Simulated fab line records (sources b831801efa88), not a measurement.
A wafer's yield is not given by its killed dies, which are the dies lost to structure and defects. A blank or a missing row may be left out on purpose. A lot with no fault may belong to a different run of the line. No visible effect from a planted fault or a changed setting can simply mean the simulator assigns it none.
One fault through the eyes of 2 desks	flow gf180mcu	each desk holds nothing but its own numbers, with what lay behind them at the end

== METROLOGY DESK ==
Means of the sampled wafers that have a number, per lot and without regard to the tool the lot ran on: this is what the gauges read. If a lot's mean is further than 4 standard deviations from the usual mean, the lot is out of limits and carries the mark OUT (the distance appears in the brackets).
Columns: A = cd_nm at GF_M5_CD_MEAS_07, usual 279.6 nm; B = TOP_METAL_ALCU_RS at GF_TOP_METAL_RS_MEAS_05, usual 0.0327 ohm/sq
lot	first seen here	A	B
L298	day 26 06:52	280.7	0.0326
L299	day 26 10:01	278.4	0.0326
L301	day 27 15:19	279.2	0.0324
L302	day 27 17:57	280.0	0.0328
L303	day 28 01:52	279.2	0.0320
L304	day 28 07:55	280.0	0.0330
L305	day 28 16:21	279.3	0.0335
L306	day 28 20:43	279.9	0.0327
L308	day 29 10:09	280.4	0.0326
L311	day 30 08:20	278.2	0.0325
L317	day 31 18:12	279.9	0.0326
L318	day 32 00:06	279.3	0.0328
L319	day 32 08:20	277.2	0.0326
L321	day 32 18:42	279.1	0.0329
Finding of this desk: none of the 14 lots has anything out of limits.

== TOOL OWNER'S DESK, plasma_asher-03 ==
The tool's own readings at GF_V5_STRIP_18 (strips in O2/N2): means of the sampled wafers that have a number, for each lot that ran on this tool. If a lot's mean is further than 4 standard deviations from the usual mean, the lot is out of limits and carries the mark OUT (the distance appears in the brackets).
Columns: A = drypump_motor_current_A at GF_V5_STRIP_18, usual 6.0 A; B = heater_power_w at GF_V5_STRIP_18, usual 315 W; C = n2_flow_sccm at GF_V5_STRIP_18, usual 300.0 sccm; D = oes_product_au at GF_V5_STRIP_18, usual 0.569 a.u.
lot	first seen here	A	B	C	D
L298	day 27 05:01	5.9	339	300.3	0.574
L301	day 28 12:35	5.7	343	299.1	0.567
L304	day 29 04:37	5.9	331	300.5	0.569
L306	day 29 17:19	5.7	342	300.3	0.572
L317	day 32 12:22	5.9	332	279.3 (-22) OUT	0.571
L318	day 32 18:52	5.7	344	259.0 (-43) OUT	0.567
Finding of this desk: L317, L318 out of limits; the first was L317 at day 32 12:22, on n2_flow_sccm at GF_V5_STRIP_18. Within limits: L298, L301, L304, L306.

== BROUGHT TOGETHER ==
The tool owner's desk had the chance to raise an alarm at day 32 12:22 on L317, L318.
The metrology desk saw nothing out of limits.
The metrology desk holds a record of L317, L318, inside its limits.
On plasma_asher-03, each named lot ran GF_V5_STRIP_18.

== WHAT THE SIMULATOR PUT IN ==
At GF_V5_STRIP_18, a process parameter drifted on plasma_asher-03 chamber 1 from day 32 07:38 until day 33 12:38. The setting n2_flow_sccm was moved by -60, starting from 300. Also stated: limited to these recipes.
Lots struck among those shown: L317, L318.
Hours from the fault's start to each desk's first reading out of limits: the tool owner's desk, 5.
